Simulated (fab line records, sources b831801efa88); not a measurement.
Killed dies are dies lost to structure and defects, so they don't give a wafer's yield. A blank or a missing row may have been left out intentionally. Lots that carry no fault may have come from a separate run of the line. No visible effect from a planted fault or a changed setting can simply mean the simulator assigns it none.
What tool caused it? || flow gf180mcu || 7 lots (21 wafers sampled), 1 step of a 602-step route

## WHAT THE GAUGES SHOWED, per wafer
GF_STI_THK_MEAS_24.
{"lot": "L892", "measured": "day 2 13:47", "on": "filmMetro-03", "STI_CVD_23_THK (nm)": "641 643 635"}
{"lot": "L895", "measured": "day 3 04:11", "on": "filmMetro-01", "STI_CVD_23_THK (nm)": "653 648 652"}
{"lot": "L897", "measured": "day 3 15:34", "on": "filmMetro-02", "STI_CVD_23_THK (nm)": "644 642 637"}
{"lot": "L899", "measured": "day 4 01:21", "on": "filmMetro-02", "STI_CVD_23_THK (nm)": "644 649 651"}
{"lot": "L906", "measured": "day 5 14:23", "on": "filmMetro-03", "STI_CVD_23_THK (nm)": "645 648 639"}
{"lot": "L908", "measured": "day 6 00:41", "on": "filmMetro-03", "STI_CVD_23_THK (nm)": "642 648 641"}
{"lot": "L912", "measured": "day 6 20:53", "on": "filmMetro-02", "STI_CVD_23_THK (nm)": "636 642 633"}

## EACH LOT AND THE TOOL THAT RAN IT (in order: tool; ch and the chambers of the sampled wafers; start)
The record shows no process step preceding these readings.

## THE ANSWER, worked out from the rows above alone
Rule: what is usual is taken from the lots themselves. The widest of any qualifying gaps counts: lots, ordered by their means at a reading, are off when they make up no more than a third of the lots, leave a main group of 4 or more, and stand apart from it by 3 or more times the standard deviation of that group's means. A main group is skipped when, at the precision printed for the reading in the tables above, its means are all equal. Also off: a lot with no number at a reading for which 4 or more lots have one. Any other lot the step has rows for is counted as sound.
Across all readings shown, no lot is off: no conclusion can be drawn from this.

## WHAT WAS PUT IN BY THE SIMULATOR
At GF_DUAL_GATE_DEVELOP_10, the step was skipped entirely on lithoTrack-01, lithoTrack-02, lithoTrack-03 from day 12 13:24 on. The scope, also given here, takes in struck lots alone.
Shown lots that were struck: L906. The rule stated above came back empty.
